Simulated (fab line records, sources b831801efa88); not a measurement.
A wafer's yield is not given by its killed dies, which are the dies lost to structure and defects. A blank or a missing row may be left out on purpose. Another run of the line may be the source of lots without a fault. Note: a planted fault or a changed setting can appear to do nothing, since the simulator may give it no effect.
Problem report in the 8D (eight disciplines) form, filled by code | flow gf180mcu | the parts of the form that need people (team, actions taken, sign-off) are left out

== 1. THE PROBLEM ==
V3_CVD_02_THK at GF_V3_THK_MEAS_03 reads a mean of 575 nm on 2 wafers of 1 lot; wafers without a fault read 848 nm with a standard deviation of 9.6. That is -28 standard deviations from the usual mean.
Seen first at day 27 13:30 on filmMetro-02, wafer L756.1. At this step, 14 wafers from 5 lots have a number in the record. Rule for "out", or "out of limits": more than 4 standard deviations from the usual mean. The other wafers with a number count as sound.

== 2. WHAT THIS IS AND IS NOT ==
question                    | is                     | is not
which readings at this step | V3_CVD_02_THK          | -
which lots                  | L756                   | L741, L742, L746, L760
which wafers of those lots  | all that have a number | -
read on which gauges        | filmMetro-02           | filmMetro-03, filmMetro-04
when                        | from day 27 13:30      | up to then (9 sound wafers); but 3 sound wafers of L760 came after

== 3. WHAT RULES OUT EACH SUSPECT ==
Counting: any tool at a process step up to the reading is kept as a suspect provided that every lot that is out went through it and no sound lot did after the first of them.
- the gauge at GF_V3_THK_MEAS_03: ruled out. All the wafers that are out were read on filmMetro-02, but those of them that GF_V3_CMP_04 has rows for are out there too, on other tools.
- rieMetal-03 at GF_M3_METAL_ETCH_16 (etches the open film in Cl2/BCl3, stops on SiO2, target depth 750.8 nm, time 125.1 s): ruled out as a lasting fault. Following L756 (day 27 12:30), the first lot on it that is out, the sound lots L760 were run on it.
- pecvd-03 at GF_V3_CVD_02 (deposits SiO2 from TEOS, target thk 850 nm, time 94.851 s): kept. It ran the lot that is out, L756 (day 27 13:26), and no sound lot after that; its last sound lot up to then is L742 (day 22 21:42).
After counting, what remains is pecvd-03 at GF_V3_CVD_02.

== 4. THE CAUSE (what the simulator had put in) ==
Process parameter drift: pecvd-03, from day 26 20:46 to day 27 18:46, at GF_V3_CVD_02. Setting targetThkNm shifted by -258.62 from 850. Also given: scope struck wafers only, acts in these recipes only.
The count eliminated every tool but this one.

== 5. THE EFFECT CHAIN, in route order ==
Each row: a reading whose mean over the struck wafers that have a number lies more than 3 standard deviations from the usual. Only readings whose record carries a usual standard deviation are examined. hours: median over the lots of the time between each lot's start at the first step of this table that gives one and its start at this step. sigmas: the change, counted in usual standard deviations.
hours | step              | reading         | usual      | on struck wafers | change | sigmas
0     | GF_V3_THK_MEAS_03 | V3_CVD_02_THK   | 848 nm     | 575              | -273   | -28
0     | GF_V3_CMP_04      | timeToEndpointS | 79 s       | 50               | -29    | -6.2
-     | GF_V3_ETCH_17     | oesProductAu    | 0.856 a.u. | 0.814            | -0.042 | -9.8
Process steps it contains:
- GF_V3_CMP_04: polishes SiO2.
- GF_V3_ETCH_17: etches SiO2 in C4F8/O2/Ar, stops on TiN, target depth 635 nm.
Later measuring or inspecting steps at which every struck wafer that the step has a row for has a number for every such reading, and none has moved that far: GF_V3_BOW_MEAS_05, GF_V3_CD_MEAS_14, GF_V3_OVL_MEAS_15, GF_V3_RS_MEAS_24, GF_V3_THK_MEAS_25.

== 6. HOW IT WOULD HAVE BEEN CAUGHT EARLIER ==
The first out-of-limits reading at a measuring or inspecting step in this record came at day 27 13:30, 17 hours after the fault's start at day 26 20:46.
An alarm limit of 4 standard deviations would not have fired on the tool readings at GF_V3_CVD_02 for which the record gives a usual standard deviation, since none of them was out on any struck wafer.
The start of GF_V3_CVD_02 on pecvd-03 came by day 27 13:30 for every one of the lots that are out (1). Had the tool been put on hold then, not one of them would have been saved.
